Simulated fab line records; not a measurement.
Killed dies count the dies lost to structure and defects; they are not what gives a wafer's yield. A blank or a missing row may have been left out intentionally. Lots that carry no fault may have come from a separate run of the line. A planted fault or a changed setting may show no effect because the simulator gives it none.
Matching of chambers -- flow gf180mcu -- GF_SAB_ETCH_11 on rie diel-03 has 4 sister chambers
The step etches SiO2 in C4F8/O2/Ar, target depth 55 nm, time 8.5 s. 8 wafers are shown with their chamber, then 7 later ones without.

== WAFERS PAIRED WITH THEIR CHAMBERS ==
wafer,chamber,oes product au (a.u.)
L080.4,0,1.001
L081.1,2,1.005
L081.3,1,0.997
L085.2,1,1.001
L085.4,3,0.994
L085.5,2,1.026
L086.1,3,0.992
L086.2,0,1.008

== WAFERS WITH NO CHAMBER GIVEN ==
wafer,oes product au (a.u.)
L086.5,0.988
L087.1,0.992
L087.3,0.997
L087.5,1.016
L097.2,1.013
L097.3,0.995
L097.4,1.003

== THE CHAMBER EACH PASSED THROUGH ==
wafer,from the rows above,in truth
L086.5,can't be placed: 3 or 1 or 0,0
L087.1,can't be placed: 3 or 1 or 0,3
L087.3,can't be placed: 1 or 3 or 0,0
L087.5,can't be placed: 2 or 0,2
L097.2,can't be placed: 2 or 0 or 1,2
L097.3,can't be placed: 3 or 1 or 0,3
L097.4,can't be placed: 0 or 1 or 3 or 2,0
Placed correctly: 0 of 7. Not placeable from these rows: 7 (in 7, the candidates include the true chamber). 0 placed wrongly.
How it was worked out, from the rows above alone: a wafer's distance from a chamber is the root of the sum, over the readings, of the square of ((its reading less the chamber's mean) divided by the reading's scatter). The wafer belongs to the nearest chamber; if the next one is less than 2 further off, it can't be placed. Each chamber's mean is taken over the wafers shown for it. The scatter: take each reading less its chamber's mean, square it, sum over the shown wafers, divide by the number of wafers less the number of chambers, and take the root.
